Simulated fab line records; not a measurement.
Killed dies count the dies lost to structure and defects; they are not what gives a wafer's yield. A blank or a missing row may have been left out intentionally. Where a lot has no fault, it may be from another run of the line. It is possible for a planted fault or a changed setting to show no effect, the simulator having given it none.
What tool caused it? ; flow sky130 ; 11 lots, 33 wafers sampled, at 3 steps of a route of 708

== WHAT THE GAUGES READ, wafer by wafer ==
SKY_PWDE_OVL_MEAS_07.
lot;measured;on;PWDE_OVL (nm)
L618;day 3 18:19;overlay-02;1.1 0.2 1.2
L619;day 4 04:38;overlay-01;0.4 0.8 1.9
L621;day 4 11:25;overlay-02;-1.4 -3.3 -3.0
L622;day 4 17:40;overlay-02;-2.2 -1.3 -1.7
L623;day 5 01:58;overlay-02;-1.5 -2.5 -1.8
L624;day 5 05:55;overlay-01;0.0 -0.4 -0.3
L626;day 5 16:13;overlay-02;0.0 -0.6 -0.3
L636;day 7 23:07;overlay-02;0.1 -1.4 -1.0
L637;day 8 05:28;overlay-01;1.0 0.7 -0.4
L640;day 9 02:28;overlay-01;2.9 2.5 2.9
L641;day 9 09:28;overlay-02;0.0 -1.2 -2.6

SKY_POLY_GATE_THK_MEAS_01.
lot;measured;on;POLY_GATE_CVD_00_THK (nm)
L618;day 13 18:20;film-metro-01;181.3 183.1 181.2
L619;day 14 12:32;film-metro-03;179.0 179.6 178.8
L621;day 15 04:03;film-metro-03;178.1 177.7 178.3
L622;day 15 04:02;film-metro-02;177.4 178.7 179.5
L623;day 15 23:12;film-metro-01;180.8 181.2 179.4
L624;day 16 05:55;film-metro-01;182.7 183.1 183.0
L626;day 16 21:49;film-metro-02;102.4 102.5 102.2 102.4 102.6 102.1
L636;day 20 04:01;film-metro-03;178.8 179.2 178.4
L637;day 20 19:51;film-metro-02;180.8 179.6 179.1
L640;day 21 21:10;film-metro-03;180.8 181.6 181.0
L641;day 22 07:26;film-metro-01;179.6 181.5 179.0

== EACH LOT AND THE TOOL THAT RAN IT (in order: tool; ch and the chambers of the sampled wafers; start) ==
lot;SKY_POLY_GATE_CVD_00
L618;lpcvd-01 ch 1, day 13 17:07
L619;lpcvd-01 ch 1, day 14 11:18
L621;lpcvd-01 ch 0, day 15 02:50
L622;lpcvd-01 ch 1, day 15 02:50
L623;lpcvd-01 ch 1, day 15 22:00
L624;lpcvd-01 ch 1, day 16 04:42
L626;lpcvd-01 ch 0, day 16 20:37
L636;lpcvd-01 ch 1, day 20 02:49
L637;lpcvd-01 ch 0, day 20 18:39
L640;lpcvd-01 ch 1, day 21 19:58
L641;lpcvd-01 ch 1, day 22 06:14
- SKY_POLY_GATE_CVD_00: deposits poly-Si, target thk 180 nm, time 720 s.

== AS READ BY THE TOOLS THEMSELVES (means over the sampled wafers that have a number; for cases with no such wafer, the mark the record gives instead) ==
SKY_POLY_GATE_CVD_00.
lot;tool;spike-tc-bottom-C (C);spike-tc-centre-C (C);spike-tc-lower-C (C);spike-tc-top-C (C);spike-tc-upper-C (C);susceptor-temp-C (C)
L618;lpcvd-01;644;621.4;618.8;643.9;619.0;620.10
L619;lpcvd-01;644;621.2;619.7;643.9;618.6;619.67
L621;lpcvd-01;637;621.0;620.8;639.8;618.1;620.57
L622;lpcvd-01;646;621.3;618.4;643.5;618.4;619.96
L623;lpcvd-01;645;621.4;619.5;643.4;619.1;620.09
L624;lpcvd-01;645;620.5;620.5;643.8;618.9;619.92
L626;lpcvd-01;613;597.7;596.4;617.6;595.8;596.31
L636;lpcvd-01;645;621.8;620.0;643.7;619.7;620.20
L637;lpcvd-01;637;621.7;620.5;639.7;618.9;619.70
L640;lpcvd-01;645;621.8;619.0;643.1;619.0;620.01
L641;lpcvd-01;645;622.6;620.7;644.2;617.8;620.06

== THE ANSWER, worked out from the rows above alone ==
Rule: what is usual is taken from the lots themselves. Put in order of their means at a reading, lots are off if they are a third of the lots or fewer, leave a main group of 4 or more, and stand apart from it by a gap of 3 or more times the standard deviation of the main group's means; of several such gaps the widest counts. Not used: any main group whose means are identical at the precision the tables above print for the reading. A lot without any number at a reading at which 4 lots or more have one is off too. The other lots that the step has rows for count as sound. After the gauges, taken in route order, come the tools' own readings; for these a lot's mean is taken, as printed above. At the first step where some lot is off, the reading lying furthest off is the one used; lots without a number count as furthest.
Off: at SKY_POLY_GATE_THK_MEAS_01 (POLY_GATE_CVD_00_THK), L626. The main group: mean 180.1 nm, standard deviation 1.5.
If a tool, at a process step before that reading, ran all the lots that are off and no sound lot after the first of them, it fits. The gauges at SKY_POLY_GATE_THK_MEAS_01 aren't tried: what is off there is off at SKY_POLY_GATE_CVD_00 too, on other tools, and a gauge's error can't cause that. None of those tried fits.

== WHAT THE SIMULATOR HAD PUT IN ==
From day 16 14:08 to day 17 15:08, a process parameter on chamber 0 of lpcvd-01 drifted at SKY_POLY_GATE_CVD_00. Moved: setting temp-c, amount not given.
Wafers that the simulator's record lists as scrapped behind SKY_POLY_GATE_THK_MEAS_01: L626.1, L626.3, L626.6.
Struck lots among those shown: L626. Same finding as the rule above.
